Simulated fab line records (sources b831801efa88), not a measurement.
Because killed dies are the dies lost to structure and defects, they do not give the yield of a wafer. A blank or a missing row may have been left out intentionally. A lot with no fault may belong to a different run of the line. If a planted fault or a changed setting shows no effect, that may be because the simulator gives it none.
Matching of chambers :: flow gf180mcu :: GF_V3_ETCH_16 on rie-diel-03 has 4 sister chambers
The step etches BARC in N2/H2. 16 wafers are shown with their chamber, then 8 later ones without.

## WAFERS WITH THEIR CHAMBER
wafer: L075.2
chamber: 3
drypump-motor-current-A (A): 6.2
throttle-valve-pct (%): 13.204
oes-product-au (a.u.): 0.854

wafer: L075.5
chamber: 1
drypump-motor-current-A (A): 5.8
throttle-valve-pct (%): 13.228
oes-product-au (a.u.): 0.850

wafer: L075.6
chamber: 0
drypump-motor-current-A (A): 5.5
throttle-valve-pct (%): 13.235
oes-product-au (a.u.): 0.859

wafer: L080.2
chamber: 3
drypump-motor-current-A (A): 6.2
throttle-valve-pct (%): 13.231
oes-product-au (a.u.): 0.861

wafer: L080.4
chamber: 0
drypump-motor-current-A (A): 5.5
throttle-valve-pct (%): 13.209
oes-product-au (a.u.): 0.852

wafer: L080.6
chamber: 3
drypump-motor-current-A (A): 6.3
throttle-valve-pct (%): 13.230
oes-product-au (a.u.): 0.857

wafer: L085.1
chamber: 1
drypump-motor-current-A (A): 5.9
throttle-valve-pct (%): 13.217
oes-product-au (a.u.): 0.856

wafer: L085.2
chamber: 3
drypump-motor-current-A (A): 6.3
throttle-valve-pct (%): 13.211
oes-product-au (a.u.): 0.856

wafer: L085.3
chamber: 2
drypump-motor-current-A (A): 5.1
throttle-valve-pct (%): 13.229
oes-product-au (a.u.): 0.856

wafer: L087.2
chamber: 1
drypump-motor-current-A (A): 5.9
throttle-valve-pct (%): 13.224
oes-product-au (a.u.): 0.853

wafer: L087.3
chamber: 2
drypump-motor-current-A (A): 5.1
throttle-valve-pct (%): 13.244
oes-product-au (a.u.): 0.845

wafer: L087.5
chamber: 3
drypump-motor-current-A (A): 6.3
throttle-valve-pct (%): 13.221
oes-product-au (a.u.): 0.855

wafer: L088.3
chamber: 3
drypump-motor-current-A (A): 6.2
throttle-valve-pct (%): 13.224
oes-product-au (a.u.): 0.856

wafer: L088.5
chamber: 1
drypump-motor-current-A (A): 5.9
throttle-valve-pct (%): 13.215
oes-product-au (a.u.): 0.859

wafer: L088.6
chamber: 2
drypump-motor-current-A (A): 5.1
throttle-valve-pct (%): 13.241
oes-product-au (a.u.): 0.846

wafer: L089.1
chamber: 2
drypump-motor-current-A (A): 5.1
throttle-valve-pct (%): 13.229
oes-product-au (a.u.): 0.857

SIGNATURES (means of the wafers above)
reading: drypump-motor-current-A
chamber 0: 5.500
chamber 1: 5.875
chamber 2: 5.100
chamber 3: 6.250
scatter within a chamber: 0.0433

reading: throttle-valve-pct
chamber 0: 13.22200
chamber 1: 13.22100
chamber 2: 13.23575
chamber 3: 13.22017
scatter within a chamber: 0.01

reading: oes-product-au
chamber 0: 0.85550
chamber 1: 0.85450
chamber 2: 0.85100
chamber 3: 0.85650
scatter within a chamber: 0.00429
Rule: a wafer lies at a distance from a chamber equal to the root of the sum of squares, over the readings, of (its reading less the chamber's mean, divided by the reading's scatter). If the next closest chamber is less than 2 further off than the closest, the wafer can't be placed; otherwise it belongs to the closest. How the scatter is found: for the shown wafers, subtract from each reading the mean of its chamber, square and add these, divide the total by (wafers less chambers), then take the root.

## WAFERS WITHOUT THEIR CHAMBER
wafer: L089.4
drypump-motor-current-A (A): 5.5
throttle-valve-pct (%): 13.223
oes-product-au (a.u.): 0.854

wafer: L089.6
drypump-motor-current-A (A): 5.5
throttle-valve-pct (%): 13.216
oes-product-au (a.u.): 0.863

wafer: L091.3
drypump-motor-current-A (A): 5.1
throttle-valve-pct (%): 13.230
oes-product-au (a.u.): 0.861

wafer: L091.4
drypump-motor-current-A (A): 6.2
throttle-valve-pct (%): 13.226
oes-product-au (a.u.): 0.855

wafer: L091.5
drypump-motor-current-A (A): 5.5
throttle-valve-pct (%): 13.222
oes-product-au (a.u.): 0.852

wafer: L092.1
drypump-motor-current-A (A): 5.1
throttle-valve-pct (%): 13.247
oes-product-au (a.u.): 0.850

wafer: L092.2
drypump-motor-current-A (A): 5.5
throttle-valve-pct (%): 13.231
oes-product-au (a.u.): 0.851

wafer: L092.5
drypump-motor-current-A (A): 5.9
throttle-valve-pct (%): 13.231
oes-product-au (a.u.): 0.859

## EACH ONE'S CHAMBER
wafer: L089.4
from the rows above: 0
in truth: 0

wafer: L089.6
from the rows above: 0
in truth: 0

wafer: L091.3
from the rows above: 2
in truth: 2

wafer: L091.4
from the rows above: 3
in truth: 3

wafer: L091.5
from the rows above: 0
in truth: 0

wafer: L092.1
from the rows above: 2
in truth: 2

wafer: L092.2
from the rows above: 0
in truth: 0

wafer: L092.5
from the rows above: 1
in truth: 1
8 of 8 placed correctly. Number that these rows cannot place: 0. Number placed wrongly: 0.
